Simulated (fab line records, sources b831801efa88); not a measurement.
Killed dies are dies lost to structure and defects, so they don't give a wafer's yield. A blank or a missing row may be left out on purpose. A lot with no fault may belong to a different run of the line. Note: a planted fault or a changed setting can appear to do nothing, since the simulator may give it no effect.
The tool behind it: which one?	flow gf180mcu	Sampling: 11 lots, 33 wafers, 3 of 602 route steps

== WHAT THE GAUGES SHOWED, per wafer ==
GF_PASSIVATION_THK_MEAS_01.
lot	measured	on	PASSIVATION_CVD_00_THK (nm)
L507	day 28 11:05	film-metro-02	1008 994 1015
L508	day 29 01:41	film-metro-03	1003 1012 994
L509	day 29 04:45	film-metro-02	981 1000 994
L512	day 30 06:07	film-metro-04	983 985 1012
L513	day 30 13:19	film-metro-03	1009 1012 1803
L516	day 31 10:29	film-metro-04	1782 994 1013
L525	day 33 14:15	film-metro-04	997 1014 1011
L526	day 33 18:26	film-metro-03	983 983 999
L527	day 34 00:31	film-metro-03	1004 1009 1033
L528	day 34 08:14	film-metro-02	988 1000 998
L529	day 34 09:03	film-metro-04	980 1001 1024

== WHAT TOOL EACH LOT RAN ON (gives the tool, then ch and the chambers of the sampled wafers, and finally the start) ==
lot	GF_V5_CVD_02	GF_PASSIVATION_CVD_00
L507	pecvd-03 ch 1,2, day 26 15:33	pecvd-02 ch 1,2, day 28 11:00
L508	pecvd-01 ch 0,1,2, day 27 06:26	pecvd-01 ch 0,1,2, day 29 01:37
L509	pecvd-04 ch 0,2, day 27 10:13	pecvd-01 ch 1,2, day 29 04:39
L512	pecvd-03 ch 0,1,2, day 28 11:22	pecvd-04 ch 0,1,2, day 30 06:02
L513	pecvd-01 ch 0,1,2, day 28 19:35	pecvd-04 ch 1,2, day 30 13:13
L516	pecvd-03 ch 1,2, day 29 17:47	pecvd-04 ch 0,1,2, day 31 10:25
L525	pecvd-01 ch 0,1,2, day 32 02:11	pecvd-01 ch 0,1,2, day 33 14:10
L526	pecvd-03 ch 0,1,2, day 32 08:32	pecvd-02 ch 0,1,2, day 33 18:21
L527	pecvd-04 ch 1,2, day 32 13:43	pecvd-04 ch 0,1,2, day 34 00:26
L528	pecvd-04 ch 1,2, day 32 21:05	pecvd-01 ch 0,2, day 34 08:09
L529	pecvd-03 ch 1,2, day 32 23:26	pecvd-01 ch 0,1,2, day 34 08:57
- GF_V5_CVD_02: deposits SiO2 from TEOS, target thk 1450 nm, time 163.28 s.
- GF_PASSIVATION_CVD_00: deposits SiO2 from TEOS, target thk 1000 nm, time 111.95 s.

== THE ANSWER, worked out from the rows above alone ==
Rule: usual is defined by the lots themselves. The widest of any qualifying gaps counts: lots, ordered by their means at a reading, are off when they make up no more than a third of the lots, leave a main group of 4 or more, and stand apart from it by 3 or more times the standard deviation of that group's means. If all means in a main group match to the digits the tables above print for the reading, that group is not used. Also off: a lot with no number at a reading for which 4 or more lots have one. All remaining lots with rows at the step are treated as sound.
Off: L513, L516, at GF_PASSIVATION_THK_MEAS_01 (PASSIVATION_CVD_00_THK). Mean 1000 nm and standard deviation 8.2 in the main group.
A tool fits if, at a process step before that reading, it ran every lot that is off, and no sound lot after the first of them. The gauges at GF_PASSIVATION_THK_MEAS_01 are tried like those tools. None of those tried fits.

== WHAT HAD BEEN PUT IN BY THE SIMULATOR ==
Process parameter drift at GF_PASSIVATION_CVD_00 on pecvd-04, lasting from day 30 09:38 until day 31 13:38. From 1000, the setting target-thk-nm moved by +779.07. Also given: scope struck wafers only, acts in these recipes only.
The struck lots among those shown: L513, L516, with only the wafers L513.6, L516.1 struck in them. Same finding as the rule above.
